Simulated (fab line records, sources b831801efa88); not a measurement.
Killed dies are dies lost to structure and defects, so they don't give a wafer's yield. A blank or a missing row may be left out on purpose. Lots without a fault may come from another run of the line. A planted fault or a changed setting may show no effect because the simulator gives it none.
Chamber matching | flow sky130 | SKY_LI_CONTACT_CMP_24 on cmp-02: 4 sister chambers
The step polishes, stops on PSG, t overpolish 20 s, target thk 0 nm. 4 wafers are shown with their chamber, then 7 later ones without.

WAFERS WITH THEIR CHAMBER
wafer  | chamber | motor_current_A (A)
L599.6 | 1       | 10.4
L602.6 | 2       | 9.1
L612.2 | 3       | 10.4
L612.4 | 0       | 9.8

WAFERS WITHOUT THEIR CHAMBER
wafer  | motor_current_A (A)
L612.5 | 9.9
L615.2 | 11.0
L615.3 | 9.7
L615.5 | 10.4
L618.1 | 10.7
L618.2 | 11.0
L618.4 | 8.8

WHICH CHAMBER EACH WENT THROUGH
wafer  | from the rows above               | in truth
L612.5 | can't be placed: 0 or 1 or 3 or 2 | 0
L615.2 | can't be placed: 1 or 3 or 0      | 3
L615.3 | can't be placed: 0 or 2 or 1 or 3 | 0
L615.5 | can't be placed: 1 or 3 or 0      | 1
L618.1 | can't be placed: 1 or 3 or 0      | 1
L618.2 | can't be placed: 1 or 3 or 0      | 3
L618.4 | can't be placed: 2 or 0           | 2
Placed correctly: 0 of 7. Can't be placed from these rows: 7 (the true chamber is among the candidates in 7). Placed wrongly: 0.
How it was worked out, from the rows above alone: a wafer's distance from a chamber is the root of the sum, over the readings, of the square of ((its reading less the chamber's mean) divided by the reading's scatter). The wafer belongs to the nearest chamber; if the next one is less than 2 further off, it can't be placed. A chamber's mean is the mean of its shown wafers. The scatter: with one shown wafer a chamber, the root of the mean of the squares of how far each hidden wafer lies from its nearest shown one.
